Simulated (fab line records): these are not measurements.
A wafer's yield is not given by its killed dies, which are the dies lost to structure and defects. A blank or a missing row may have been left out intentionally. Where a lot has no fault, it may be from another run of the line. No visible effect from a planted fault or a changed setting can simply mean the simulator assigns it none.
Matching of chambers || flow sky130 || SKY_VIA1_CMP_02 on cmp-02: 4 sister chambers
The step polishes SiO2. 14 wafers are shown with their chamber, then 7 later ones without.

## WAFERS PAIRED WITH THEIR CHAMBERS
{"wafer": "L464.1", "chamber": 1, "motor_current_A (A)": 13.1, "edge_zone_pressure_frac": 1.011}
{"wafer": "L464.2", "chamber": 3, "motor_current_A (A)": 11.2, "edge_zone_pressure_frac": 1.002}
{"wafer": "L464.4", "chamber": 2, "motor_current_A (A)": 9.6, "edge_zone_pressure_frac": 1.000}
{"wafer": "L465.2", "chamber": 2, "motor_current_A (A)": 9.8, "edge_zone_pressure_frac": 0.998}
{"wafer": "L465.5", "chamber": 2, "motor_current_A (A)": 9.1, "edge_zone_pressure_frac": 0.995}
{"wafer": "L465.6", "chamber": 3, "motor_current_A (A)": 11.3, "edge_zone_pressure_frac": 0.999}
{"wafer": "L466.4", "chamber": 1, "motor_current_A (A)": 14.2, "edge_zone_pressure_frac": 0.994}
{"wafer": "L466.5", "chamber": 1, "motor_current_A (A)": 13.5, "edge_zone_pressure_frac": 1.001}
{"wafer": "L466.6", "chamber": 0, "motor_current_A (A)": 13.6, "edge_zone_pressure_frac": 1.002}
{"wafer": "L469.2", "chamber": 3, "motor_current_A (A)": 11.4, "edge_zone_pressure_frac": 0.998}
{"wafer": "L469.3", "chamber": 2, "motor_current_A (A)": 9.6, "edge_zone_pressure_frac": 1.000}
{"wafer": "L469.4", "chamber": 0, "motor_current_A (A)": 13.0, "edge_zone_pressure_frac": 0.993}
{"wafer": "L470.1", "chamber": 0, "motor_current_A (A)": 13.5, "edge_zone_pressure_frac": 0.997}
{"wafer": "L470.4", "chamber": 2, "motor_current_A (A)": 9.9, "edge_zone_pressure_frac": 1.002}

SIGNATURES, as means of the wafers listed above
{"reading": "motor_current_A", "chamber 0": 13.367, "chamber 1": 13.600, "chamber 2": 9.600, "chamber 3": 11.300, "scatter within a chamber": 0.35}
{"reading": "edge_zone_pressure_frac", "chamber 0": 0.99733, "chamber 1": 1.00200, "chamber 2": 0.99900, "chamber 3": 0.99967, "scatter within a chamber": 0.00473}
Rule: for each reading, subtract the chamber's mean from the wafer's reading, divide by that reading's scatter and square the result; add these up over the readings and take the root, which gives the wafer's distance from the chamber. If the next closest chamber is less than 2 further off than the closest, the wafer can't be placed; otherwise it belongs to the closest. The scatter: take each reading less its chamber's mean, square it, sum over the shown wafers, divide by the number of wafers less the number of chambers, and take the root.

## WAFERS WITH NO CHAMBER GIVEN
{"wafer": "L470.5", "motor_current_A (A)": 9.6, "edge_zone_pressure_frac": 1.002}
{"wafer": "L472.2", "motor_current_A (A)": 13.3, "edge_zone_pressure_frac": 1.007}
{"wafer": "L472.3", "motor_current_A (A)": 12.6, "edge_zone_pressure_frac": 0.996}
{"wafer": "L472.5", "motor_current_A (A)": 13.1, "edge_zone_pressure_frac": 0.993}
{"wafer": "L479.1", "motor_current_A (A)": 12.8, "edge_zone_pressure_frac": 1.011}
{"wafer": "L479.2", "motor_current_A (A)": 11.5, "edge_zone_pressure_frac": 0.996}
{"wafer": "L479.4", "motor_current_A (A)": 14.1, "edge_zone_pressure_frac": 1.002}

## EACH ONE'S CHAMBER
{"wafer": "L470.5", "from the rows above": 2, "in truth": 2}
{"wafer": "L472.2", "from the rows above": "can't be placed: 1 or 0", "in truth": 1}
{"wafer": "L472.3", "from the rows above": "can't be placed: 0 or 1 or 3", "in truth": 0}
{"wafer": "L472.5", "from the rows above": "can't be placed: 0 or 1", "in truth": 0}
{"wafer": "L479.1", "from the rows above": "can't be placed: 1 or 0 or 3", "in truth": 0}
{"wafer": "L479.2", "from the rows above": 3, "in truth": 3}
{"wafer": "L479.4", "from the rows above": "can't be placed: 1 or 0", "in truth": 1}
Correct placement for 2 of the 7. Can't be placed from these rows: 5 (the true chamber is among the candidates in 5). Number placed wrongly: 0.
